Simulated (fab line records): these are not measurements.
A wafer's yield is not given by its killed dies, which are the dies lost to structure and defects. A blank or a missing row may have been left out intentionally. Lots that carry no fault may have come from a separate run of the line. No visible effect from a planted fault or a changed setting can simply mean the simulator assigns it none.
Matching of chambers ; flow gf180mcu ; 4 sister chambers for GF_V1_CMP_26 on cmp-02
The step polishes, stops on SiO2, t overpolish 15 s, target thk 0 nm. 8 wafers are shown with their chamber, then 7 later ones without.

EACH WAFER AND ITS CHAMBER
wafer;chamber;motor current A (A);time to endpoint s (s)
L932.3;1;12.1;88
L935.3;3;12.0;88
L935.5;0;8.8;88
L936.3;2;11.0;86
L936.4;0;8.6;89
L936.5;2;11.0;90
L938.2;1;11.6;89
L938.3;3;11.8;92

WAFERS MISSING THEIR CHAMBER
wafer;motor current A (A);time to endpoint s (s)
L938.6;8.9;93
L951.1;12.1;87
L951.2;11.8;92
L951.6;11.2;89
L955.1;11.8;86
L955.2;11.0;93
L955.3;8.8;90

CHAMBER TAKEN BY EACH
wafer;from the rows above;in truth
L938.6;0;0
L951.1;can't be placed: 1 or 3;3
L951.2;can't be placed: 3 or 1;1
L951.6;2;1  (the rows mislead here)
L955.1;can't be placed: 1 or 3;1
L955.2;2;2
L955.3;0;0
Correctly placed: 3 of 7. These rows do not allow placing 3 (true chamber among the candidates in 3). Number placed wrongly: 1.
How it was worked out, from the rows above alone: a wafer's distance from a chamber is the root of the sum, over the readings, of the square of ((its reading less the chamber's mean) divided by the reading's scatter). If the next closest chamber is less than 2 further off than the closest, the wafer can't be placed; otherwise it belongs to the closest. The mean given for a chamber averages the wafers shown for that chamber. How the scatter is found: for the shown wafers, subtract from each reading the mean of its chamber, square and add these, divide the total by (wafers less chambers), then take the root.
